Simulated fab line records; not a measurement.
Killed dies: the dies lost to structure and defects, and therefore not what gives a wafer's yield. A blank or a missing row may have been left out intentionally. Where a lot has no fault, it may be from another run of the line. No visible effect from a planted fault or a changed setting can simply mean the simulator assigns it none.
A struck lot beside a sound one -- flow sky130 -- 18 out of 708 route steps
Sound: these wafers, L296.4, L296.5, L296.6. Wafers struck: L307.3, L307.4, L307.6. The cause is named last.
Each step with rows lists, per side, the tool, then ch with its chambers, then its first start. Under that, the readings that differ: sound wafers -- struck wafers -- difference of the means -- sigmas: that difference in standard deviations of wafers without a fault.
alike: words and numbers the same on both sides, and readings whose means are apart by under 2 such deviations; not compared: readings that were withheld, readings missing a value for some wafer, numbers with overlapping values and no deviation given by the record, and bounds like >300 which may hide the same value.
Wherever a step has rows on one side only, a row that says differs or no value, or a row with sigmas, the two part there. When numbers do not overlap yet have no deviation, they are printed without sigmas and do not part them. A reading missing from all wafers of one side parts the sides only when that side holds two or more wafers.

first, 1 step without rows for these wafers: SKY_SONOS_ONO_OXIDATION_00 (stabilise 600 s, purge 300 s, target thk 2.6 nm).
SKY_SONOS_ONO_THK_MEAS_01:
  sound on film_metro-03, day 12 02:25; struck on film_metro-01, day 16 16:47
  alike: SONOS_ONO_OXIDATION_THK
then, 1 step without rows for these wafers: SKY_SONOS_ONO_CVD_02 (deposits Si3N4 from DCS/NH3, target thk 10.5 nm, time 180 s).
SKY_SONOS_ONO_THK_MEAS_03:
  sound on film_metro-02, day 12 03:31; struck on film_metro-02, day 16 18:24
  alike: SONOS_ONO_CVD_02_THK
then, 1 step without rows for these wafers: SKY_SONOS_ONO_CVD_04 (deposits SiO2 from SiH4/N2O, target thk 5.7199 nm).
SKY_SONOS_ONO_THK_MEAS_05:
  sound on film_metro-01, day 12 04:50; struck on film_metro-01, day 16 19:43
reading,sound,struck,difference,sigmas
SONOS_ONO_CVD_04_THK (nm),5.83 5.89 5.93,5.46 5.55 5.46,-0.39,-3
then, 6 steps without rows for these wafers: SKY_SONOS_ONO_DEHYDRATE_06 (time 60 s); SKY_SONOS_ONO_HMDS_07 (prime time 60 s); SKY_SONOS_ONO_COAT_08 (resist thk 1140 nm); SKY_SONOS_ONO_SOFTBAKE_09 (time 60 s); SKY_SONOS_ONO_EXPOSE_10 (exposes mask ONOM, target cd 410 nm); SKY_SONOS_ONO_PEB_11.
SKY_SONOS_ONO_DEVELOP_12: develop time 60 s.
  sound on litho_track-01 ch 0, day 13 05:08; struck on litho_track-01 ch 0, day 18 00:43
  alike: chill_plate_temp_C
SKY_SONOS_ONO_CD_MEAS_13: the cd target is 410 nm.
  sound on cd_sem-01, day 13 05:17; struck on cd_sem-02, day 18 00:52
reading,sound,struck,difference,sigmas
cd_nm (nm),413.5 413.8 413.6,388.5 389.5 388.5,-24.8,-10
SKY_SONOS_ONO_OVL_MEAS_14:
  sound on overlay-02, day 13 05:22; struck on overlay-01, day 18 00:57
  alike: SONOS_ONO_OVL
SKY_SONOS_ONO_ETCH_15: etches the open film in CHF3/O2, target depth 19.52 nm, time 7.8 s.
  sound on rie_diel-04 ch 2,3, day 13 05:22; struck on rie_diel-02 ch 0,2,3, day 18 00:58
reading,sound,struck,difference,sigmas
model.SONOS_ONO.cd_nm (nm),414 413.6 413.5,388.4 389.7 388.4,-24.9,
  alike: drypump_motor_current_A, oes_product_au, throttle_valve_pct
  not compared: rf_hours_counter_h
then, 1 step without rows for these wafers: SKY_SONOS_ONO_WET_ETCH_16 (etches SiO2 in dHF, target depth 14 nm, time 280 s).
-- the record jumps here: 31 days lie between the struck wafers' starts before and after (it left off in module SONOS_ONO and takes up again in module PAD_OPEN, whose first step shown is number 708 of the route) --
SKY_PAD_OPEN_PROBE_99:
  record: rows for the struck wafers here (prober-01, day 49 04:55), none for the sound ones

WHERE THEY PART
Earliest at SKY_SONOS_ONO_THK_MEAS_05; latest, in this record, at SKY_PAD_OPEN_PROBE_99.

WHY: the cause the simulator had injected
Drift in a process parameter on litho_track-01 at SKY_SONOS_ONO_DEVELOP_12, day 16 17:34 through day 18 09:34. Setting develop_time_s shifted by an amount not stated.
